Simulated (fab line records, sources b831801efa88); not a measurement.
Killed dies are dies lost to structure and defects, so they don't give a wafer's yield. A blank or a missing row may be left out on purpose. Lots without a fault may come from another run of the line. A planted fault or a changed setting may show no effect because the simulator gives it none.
Problem report in the 8D (eight disciplines) form, filled by code | flow sky130 | the parts of the form that need people (team, actions taken, sign-off) are left out

1. THE PROBLEM
run_length_s at SKY_FIELD_ISO_WET_ETCH_30 reads a mean of 50 s on 9 wafers of 3 lots; wafers without a fault read 78 s with a standard deviation of 3. That is -9.3 standard deviations from the usual mean.
The step: etches SiO2 in dHF, target depth 25 nm, time 50 s.
First seen on wafer L212.3, day 5 05:02, on wet_bench-02. The record holds 21 wafers of 7 lots with a number at this step. Rule for "out", or "out of limits": more than 4 standard deviations from the usual mean. The other wafers with a number count as sound.

2. WHAT IT IS AND WHAT IT IS NOT
question                    | is                     | is not
which readings at this step | run_length_s           | -
which lots                  | L212, L213, L214       | L204, L205, L217, L218
which wafers of those lots  | all that have a number | -
read on which tools         | wet_bench-02           | wet_bench-01, wet_bench-03
when                        | from day 5 05:02       | up to then (6 sound wafers); but 6 sound wafers of L217, L218 came after

3. SUSPECTS, AND WHAT RULES EACH OUT
Counting: a tool at a process step up to the reading stays a suspect if it ran every lot that is out and no sound lot after the first of them.
- wet_bench-02 at SKY_FIELD_ISO_WET_ETCH_30 (etches SiO2 in dHF, target depth 25 nm, time 50 s): kept. It ran every lot that is out, first L212 (day 5 05:02), and no sound lot after that; its last sound lot up to then is L205 (day 3 18:50). Its own readings are out on those wafers: run_length_s.
Left after counting: wet_bench-02 at SKY_FIELD_ISO_WET_ETCH_30.

4. THE CAUSE (what the simulator had put in)
Process parameter drift: wet_bench-02, from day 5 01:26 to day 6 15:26, at SKY_FIELD_ISO_WET_ETCH_30. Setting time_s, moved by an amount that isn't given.
Counting left only this tool.

5. THE CHAIN OF EFFECTS, in route order
Each row: a reading whose mean over the struck wafers that have a number lies more than 3 standard deviations from the usual. Only readings for which the record gives a usual standard deviation are gone through. hours: the time from each lot's start at the first step in this table that gives one to its start at this step, as a median over the lots. sigmas: the change in usual standard deviations.
hours | step                      | reading      | usual | on struck wafers | change | sigmas
0     | SKY_FIELD_ISO_WET_ETCH_30 | run_length_s | 78 s  | 50               | -28    | -9.3
The process steps in it:
- SKY_FIELD_ISO_WET_ETCH_30: etches SiO2 in dHF, target depth 25 nm, time 50 s.
Later measuring or inspecting steps at which every struck wafer that the step has a row for has a number for every such reading, and none has moved that far: SKY_NWELL_THK_MEAS_02, SKY_DNWELL_TW_MEAS_09, SKY_PWDE_OVL_MEAS_07, SKY_PWDE_TW_MEAS_10.

6. WHAT WOULD HAVE CAUGHT IT SOONER
In this record the first reading out of limits was taken at day 5 05:02, 4 hours after the fault began at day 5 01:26.
